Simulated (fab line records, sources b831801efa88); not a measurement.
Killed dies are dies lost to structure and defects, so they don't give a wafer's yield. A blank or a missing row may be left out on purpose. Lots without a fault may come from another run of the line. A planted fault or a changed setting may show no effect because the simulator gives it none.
A struck lot beside a sound one | flow sky130 | 18 steps out of a route of 708
Sound: wafers L481.1, L481.2, L481.3. Struck: wafers L488.1, L488.3, L488.6. The cause comes at the end.
At each step with rows: each side's tool, then ch and its chambers, then its first start. Under that, the readings that differ: sound wafers | struck wafers | difference of the means | sigmas: that difference in standard deviations of wafers without a fault.
alike: readings whose means differ by less than 2 such deviations, and words and numbers that are the same on both sides. not compared: withheld readings, readings that some wafer has no value for, bounds like >300 that may hide the same value, and numbers for which the record gives no deviation and whose values overlap.
The two part at a step that has a row with sigmas, a row that says differs or no value, or rows on one side only. Numbers that don't overlap but have no deviation are shown without sigmas and don't part them. A reading that every wafer of one side lacks parts them only if that side has two wafers or more.

first, 1 step without rows for these wafers: SKY_VT_ADJUST_PCH_IMPLANT_08.
SKY_VT_ADJUST_PCH_STRIP_09: strips in O2/N2.
  sound on plasma_asher-01 ch 0,1, day 14 08:19; struck on plasma_asher-02 ch 0,1, day 16 16:02
  alike: drypump_motor_current_A, oes_product_au, strip_time_to_endpoint_s
  not compared: rf_hours_counter_h
SKY_VT_ADJUST_PCH_TW_MEAS_10:
  sound on film_metro-03, day 14 08:25; struck on film_metro-01, day 16 16:08
  alike: VT_ADJUST_PCH_TW
then, 7 steps without rows for these wafers: SKY_SONOS_TUNNEL_DEHYDRATE_00 (time 60 s); SKY_SONOS_TUNNEL_HMDS_01 (prime time 60 s); SKY_SONOS_TUNNEL_COAT_02 (resist thk 1140 nm); SKY_SONOS_TUNNEL_SOFTBAKE_03 (time 60 s); SKY_SONOS_TUNNEL_EXPOSE_04 (exposes mask TUNM, target cd 410 nm); SKY_SONOS_TUNNEL_PEB_05; SKY_SONOS_TUNNEL_DEVELOP_06 (develop time 60 s).
SKY_SONOS_TUNNEL_CD_MEAS_07: target cd 410 nm.
  sound on cd_sem-02, day 15 10:01; struck on cd_sem-01, day 17 21:02
  alike: cd_nm
SKY_SONOS_TUNNEL_OVL_MEAS_08:
  sound on overlay-01, day 15 10:08; struck on overlay-01, day 17 21:09
  alike: SONOS_TUNNEL_OVL
SKY_SONOS_TUNNEL_IMPLANT_09:
  sound on implanter-03 ch 0, day 15 10:10; struck on implanter-03 ch 0, day 17 21:11
  reading            | sound                          | struck                           | difference  | sigmas
  dose_ions_cm2      | 9.993e+11 1.0016e+12 9.983e+11 | 1.5494e+12 1.5454e+12 1.5465e+12 | +5.4737e+11 | +99 or more
  faraday_current_uA | 5.78 5.61 5.82                 | 8.67 8.85 8.61                   | +2.97       | +27
then, 2 steps without rows for these wafers: SKY_SONOS_TUNNEL_WET_ETCH_10 (etches SiO2 in dHF, target depth 14 nm, time 280 s); SKY_SONOS_TUNNEL_STRIP_11 (strips in SPM, time 600 s).
SKY_SONOS_TUNNEL_TW_MEAS_12:
  sound on film_metro-02, day 15 10:35; struck on film_metro-01, day 17 21:36
  reading         | sound             | struck            | difference | sigmas
  SONOS_TUNNEL_TW | 198.7 198.6 200.0 | 222.0 221.5 222.4 | +22.9      | +16
then, 1 step without rows for these wafers: SKY_SONOS_TUNNEL_CLEAN_13 (cleans in dHF, time 20 s).
-- the record jumps here: 32 days lie between the struck wafers' starts before and after (it left off in module SONOS_TUNNEL and takes up again in module PAD_OPEN, whose first step shown is number 708 of the route) --
SKY_PAD_OPEN_PROBE_99:
  sound on prober-01, day 49 01:19; struck on prober-02, day 50 08:36
  reading                                 | sound                   | struck                  | difference | sigmas
  model.etest.sonos_uncharged.r_on_ohm_um | 824.3 820.9 822         | 835.4 838.6 868.3       | +25.0      |
  model.etest.sonos_uncharged.vt_v (V)    | -0.4693 -0.4037 -0.4308 | -0.3352 -0.3165 -0.2755 | +0.1255    |
  model.etest.sonos_programmed.vt_v (V)   | 1.381 1.387 1.354       | 1.46 1.511 1.466        | +0.10      |
  model.etest.sonos_baked.vt_v (V)        | 0.9385 0.9115 0.9604    | 1.004 1.004 0.9792      | +0.059     |
  model.etest.sonos_erased.vt_v (V)       | -2.266 -2.252 -2.203    | -2.04 -2.129 -2.037     | +0.17      |
  alike: killed_at_M0_to_M3, killed_at_M4_up, killed_at_contacts, killed_at_front_end, killed_at_other, killed_dies, killed_open, killed_short

WHERE THEY PART
First at SKY_SONOS_TUNNEL_IMPLANT_09; last, within this record, at SKY_SONOS_TUNNEL_TW_MEAS_12. Later steps at which nothing parts them and some readings are alike: SKY_PAD_OPEN_PROBE_99.

WHY: what the simulator had put in
Process parameter drift: implanter-03, from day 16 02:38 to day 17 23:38, at SKY_SONOS_TUNNEL_IMPLANT_09. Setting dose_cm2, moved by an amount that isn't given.
